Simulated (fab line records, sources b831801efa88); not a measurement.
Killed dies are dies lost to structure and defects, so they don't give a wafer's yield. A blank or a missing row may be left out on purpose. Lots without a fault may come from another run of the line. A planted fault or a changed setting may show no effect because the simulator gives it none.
Which tool did it? | flow sky130 | 15 lots, 45 wafers sampled, at 5 steps of a route of 708

WHAT THE GAUGES READ, wafer by wafer
SKY_LDD_P_TW_MEAS_11. Usual: LDD_P_TW 637, standard deviation 8.9.
lot  | measured     | on            | LDD_P_TW       | flag
L462 | day 20 03:01 | film_metro-02 | 650 650 648    |
L463 | day 20 07:47 | film_metro-02 | 650 650 648    |
L464 | day 20 15:49 | film_metro-02 | 652 649 655    |
L465 | day 21 07:55 | film_metro-01 | 633 635 628    |
L466 | day 21 13:27 | film_metro-01 | 629 630 634    |
L467 | day 21 16:29 | film_metro-01 | 629 631 635    |
L468 | day 22 01:28 | film_metro-02 | 652 649 649    |
L469 | day 22 21:54 | film_metro-03 | 626 627 626    |
L470 | day 22 22:37 | film_metro-01 | 629 628 631    |
L471 | day 23 07:24 | film_metro-02 | 649 650 646    |
L473 | day 24 05:40 | film_metro-01 | 630 633 632    |
L474 | day 24 10:10 | film_metro-01 | 1042 1045 1043 | OFF
L475 | day 24 18:20 | film_metro-01 | 1046 1041 1043 | OFF
L476 | day 24 19:01 | film_metro-03 | 1039 1040 1040 | OFF
L477 | day 25 12:09 | film_metro-01 | 1046 1044 1042 | OFF

SKY_RES_XHIGH_TW_MEAS_09. Usual: RES_XHIGH_TW 1648, standard deviation 19.
lot  | measured     | on            | RES_XHIGH_TW   | flag
L462 | day 27 21:34 | film_metro-02 | 1676 1675 1671 |
L463 | day 28 01:47 | film_metro-04 | 1654 1657 1667 |
L464 | day 28 07:40 | film_metro-01 | 1610 1613 1611 |
L465 | day 29 03:04 | film_metro-04 | 1637 1641 1644 |
L466 | day 29 05:23 | film_metro-02 | 1665 1667 1666 |
L467 | day 29 09:19 | film_metro-01 | 1628 1623 1630 |
L468 | day 29 15:22 | film_metro-02 | 1663 1663 1662 |
L469 | day 30 12:14 | film_metro-04 | 1630 1633 1624 |
L470 | day 30 14:28 | film_metro-04 | 1633 1627 1642 |
L471 | day 30 18:31 | film_metro-02 | 1660 1659 1675 |
L473 | day 31 17:52 | film_metro-04 | 1655 1651 1652 |
L474 | day 31 23:46 | film_metro-02 | 1665 1673 1671 |
L475 | day 32 03:55 | film_metro-02 | 1662 1659 1669 |
L476 | day 32 04:13 | film_metro-04 | 1634 1641 1645 |
L477 | day 32 22:31 | film_metro-04 | 1651 1647 1649 |

SKY_SD_N_RS_MEAS_17: measures by four-point-probe. Usual: SD_P_RS 147.1 ohm/sq, standard deviation 0.38.
lot  | measured     | on            | SD_P_RS (ohm/sq)  | flag
L462 | day 29 03:28 | film_metro-02 | 147.2 146.8 147.0 |
L463 | day 29 07:37 | film_metro-02 | 147.5 146.9 147.7 |
L464 | day 29 13:47 | film_metro-04 | 147.3 147.5 147.5 |
L465 | day 30 08:37 | film_metro-04 | 146.1 146.4 146.2 |
L466 | day 30 11:08 | film_metro-02 | 146.7 146.8 146.8 |
L467 | day 30 15:29 | film_metro-04 | 147.0 147.3 147.5 |
L468 | day 30 20:40 | film_metro-02 | 147.0 147.0 147.0 |
L469 | day 31 17:38 | film_metro-01 | 147.4 147.1 147.3 |
L470 | day 31 18:52 | film_metro-04 | 147.4 147.2 146.9 |
L471 | day 32 00:19 | film_metro-04 | 146.6 147.5 147.0 |
L473 | day 32 23:04 | film_metro-01 | 146.9 147.3 147.6 |
L474 | day 33 04:27 | film_metro-02 | 147.2 147.6 147.3 |
L475 | day 33 08:59 | film_metro-04 | 146.5 146.5 146.6 |
L476 | day 33 09:05 | film_metro-01 | 147.4 147.3 147.3 |
L477 | day 34 02:46 | film_metro-01 | 146.9 146.9 146.7 |

WHICH TOOL RAN EACH LOT (tool, then ch and the chambers of the sampled wafers, then the start)
lot  | SKY_LDD_P_IMPLANT_09            | SKY_SD_N_RTA_14
L462 | implanter-02 ch 0, day 20 02:46 | rtp_anneal-02 ch 0, day 29 03:10
L463 | implanter-04 ch 0, day 20 07:34 | rtp_anneal-01 ch 0, day 29 07:18
L464 | implanter-01 ch 0, day 20 15:34 | rtp_anneal-02 ch 0, day 29 13:29
L465 | implanter-01 ch 0, day 21 07:40 | rtp_anneal-01 ch 0, day 30 08:19
L466 | implanter-04 ch 0, day 21 13:14 | rtp_anneal-02 ch 0, day 30 10:48
L467 | implanter-02 ch 0, day 21 16:15 | rtp_anneal-01 ch 0, day 30 15:11
L468 | implanter-02 ch 0, day 22 01:13 | rtp_anneal-02 ch 0, day 30 20:22
L469 | implanter-04 ch 0, day 22 21:41 | rtp_anneal-01 ch 0, day 31 17:18
L470 | implanter-02 ch 0, day 22 22:22 | rtp_anneal-02 ch 0, day 31 18:34
L471 | implanter-04 ch 0, day 23 07:09 | rtp_anneal-01 ch 0, day 32 00:02
L473 | implanter-02 ch 0, day 24 05:25 | rtp_anneal-01 ch 0, day 32 22:46
L474 | implanter-04 ch 0, day 24 09:55 | rtp_anneal-02 ch 0, day 33 04:10
L475 | implanter-01 ch 0, day 24 18:06 | rtp_anneal-01 ch 0, day 33 08:41
L476 | implanter-04 ch 0, day 24 18:46 | rtp_anneal-02 ch 0, day 33 08:47
L477 | implanter-01 ch 0, day 25 11:54 | rtp_anneal-01 ch 0, day 34 02:29
- SKY_LDD_P_IMPLANT_09
- SKY_SD_N_RTA_14: time 2 s.

WHAT THE TOOLS THEMSELVES READ (means of the sampled wafers that have a number; where no wafer has one, the mark that the record gives instead)
SKY_SD_N_RTA_14. Usual: lamp_power_pct 15.73 %, standard deviation 0.053; wafer_temp_C_max 1078.1, standard deviation 1.3.
lot  | tool          | lamp_power_pct (%) | wafer_temp_C_max | flag
L462 | rtp_anneal-02 | 15.68              | 1078.2           |
L463 | rtp_anneal-01 | 15.78              | 1077.7           |
L464 | rtp_anneal-02 | 15.72              | 1078.2           |
L465 | rtp_anneal-01 | 15.68              | 1078.1           |
L466 | rtp_anneal-02 | 15.73              | 1078.2           |
L467 | rtp_anneal-01 | 15.76              | 1079.0           |
L468 | rtp_anneal-02 | 15.75              | 1078.2           |
L469 | rtp_anneal-01 | 15.73              | 1079.0           |
L470 | rtp_anneal-02 | 15.72              | 1076.3           |
L471 | rtp_anneal-01 | 15.73              | 1077.6           |
L473 | rtp_anneal-01 | 15.73              | 1078.3           |
L474 | rtp_anneal-02 | 15.79              | 1077.6           |
L475 | rtp_anneal-01 | 15.70              | 1078.1           |
L476 | rtp_anneal-02 | 15.77              | 1078.5           |
L477 | rtp_anneal-01 | 15.70              | 1078.6           |

THE ANSWER, worked out from the rows above alone
Rule: a lot is off if the mean of its wafers that have a number lies more than 3 standard deviations from the usual mean. A lot without any number at a reading at which 4 lots or more have one is off too. The other lots that the step has rows for count as sound. The gauges are gone through in route order, then the tools' own readings, and for those a lot's mean is taken as printed above. The first step at which some lot is off is used, and at that step the reading that is off furthest; a lot without a number counts as furthest.
Off: L474, L475, L476, L477, at SKY_LDD_P_TW_MEAS_11 (LDD_P_TW).
A tool fits if, at a process step before that reading, it ran every lot that is off, and no sound lot after the first of them. The gauges at SKY_LDD_P_TW_MEAS_11 are tried like those tools. None of those tried fits.

WHAT THE SIMULATOR HAD PUT IN
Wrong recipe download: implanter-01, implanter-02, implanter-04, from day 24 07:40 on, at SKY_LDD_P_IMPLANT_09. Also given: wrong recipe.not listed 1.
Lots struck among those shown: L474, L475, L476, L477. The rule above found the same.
